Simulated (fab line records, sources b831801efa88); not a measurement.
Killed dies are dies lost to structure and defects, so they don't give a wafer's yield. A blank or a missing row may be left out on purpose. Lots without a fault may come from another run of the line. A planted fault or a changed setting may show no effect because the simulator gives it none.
A struck lot beside a sound one | flow sky130 | 15 steps out of a route of 708
Sound: wafers L781.1, L781.3, L781.5. Struck: wafer L792.4. (L792.1, L792.6 of the same lot were not struck and are left out.) The cause comes at the end.
At each step with rows: each side's tool, then ch and its chambers, then its first start. Under that, the readings that differ: sound wafers | struck wafers | difference of the means | sigmas: that difference in standard deviations of wafers without a fault.
alike: readings whose means differ by less than 2 such deviations, and words and numbers that are the same on both sides. not compared: withheld readings, readings that some wafer has no value for, bounds like >300 that may hide the same value, and numbers for which the record gives no deviation and whose values overlap.
The two part at a step that has a row with sigmas, a row that says differs or no value, or rows on one side only. Numbers that don't overlap but have no deviation are shown without sigmas and don't part them. A reading that every wafer of one side lacks parts them only if that side has two wafers or more.

first, 9 steps without rows for these wafers: SKY_CAP2M_CLEAN_17 (cleans in O3/DIW); SKY_METAL4_DEHYDRATE_05 (time 60 s); SKY_METAL4_HMDS_06 (prime time 60 s); SKY_METAL4_COAT_07 (resist thk 60 nm); SKY_METAL4_COAT_08 (resist thk 1140 nm); SKY_METAL4_SOFTBAKE_09 (time 90 s); SKY_METAL4_EXPOSE_10 (exposes mask MM4, target cd 300 nm); SKY_METAL4_PEB_11; SKY_METAL4_DEVELOP_12 (develop time 60 s).
SKY_METAL4_CD_MEAS_13: target cd 300 nm.
  sound on cd_sem-01, day 44 15:14; struck on cd_sem-02, day 46 16:55
  alike: cd_nm
SKY_METAL4_OVL_MEAS_14:
  sound on overlay-02, day 44 15:22; struck on overlay-01, day 46 17:02
  alike: METAL4_OVL
SKY_METAL4_DESCUM_15: chemistry O2, time 8 s.
  sound on rie_metal-03 ch 0,1, day 44 15:23; struck on rie_metal-03 ch 1, day 46 17:04
  alike: drypump_motor_current_A, oes_product_au
  not compared: rf_hours_counter_h
SKY_METAL4_ETCH_16: etches BARC in N2/H2, stops on SiO2, time 88.2 s, target depth 60 nm.
  sound on rie_metal-03 ch 0,1, day 44 15:25; struck on rie_metal-03 ch 1, day 46 17:05
  reading               | sound             | struck | difference | sigmas
  oes_product_au (a.u.) | 0.626 0.628 0.623 | 0.651  | +0.025     | +6
  run_length_s (s)      | 116.1 116.3 116.5 | 111.8  | -4.5       | -12
  alike: drypump_motor_current_A, throttle_valve_pct
  not compared: rf_hours_counter_h
SKY_METAL4_ETCH_17: etches SiO2 in C4F8/O2/Ar, stops on TiN, time 3.9 s, target depth 15 nm.
  sound on rie_diel-03 ch 0,1,3, day 44 15:31; struck on rie_diel-03 ch 3, day 46 17:11
  alike: oes_product_au
  not compared: rf_hours_counter_h
-- the record jumps here: 3 days lie between the struck wafers' starts before and after (it left off in module METAL4 and takes up again in module PAD_OPEN, whose first step shown is number 708 of the route) --
SKY_PAD_OPEN_PROBE_99:
  sound on prober-02, day 48 06:49; struck on prober-02, day 50 02:00
  reading                  | sound          | struck | difference | sigmas
  defect_limited_yield (%) | 87.0 87.4 86.6 | 82.9   | -4.1       | -2
  killed_at_M4_up          | 3 1 1          | 6      | +4         | +2
  killed_dies              | 64 62 66       | 84     | +20        | +2
  sort_n_pass              | 428 430 426    | 408    | -20        | -2
  sort_yield_pct (%)       | 87.0 87.4 86.6 | 82.9   | -4.1       | -2
  alike: killed_at_M0_to_M3, killed_at_contacts, killed_at_front_end, killed_at_other, killed_open, killed_short, sort_bin_3_pad_short, sort_bin_5_function, sort_bin_6_memory

WHERE THEY PART
First at SKY_METAL4_ETCH_16; last, within this record, at SKY_PAD_OPEN_PROBE_99.

WHY: what the simulator had put in
Process parameter drift: rie_metal-03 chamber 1, from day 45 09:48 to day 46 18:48, at SKY_METAL4_ETCH_16. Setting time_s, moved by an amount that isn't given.
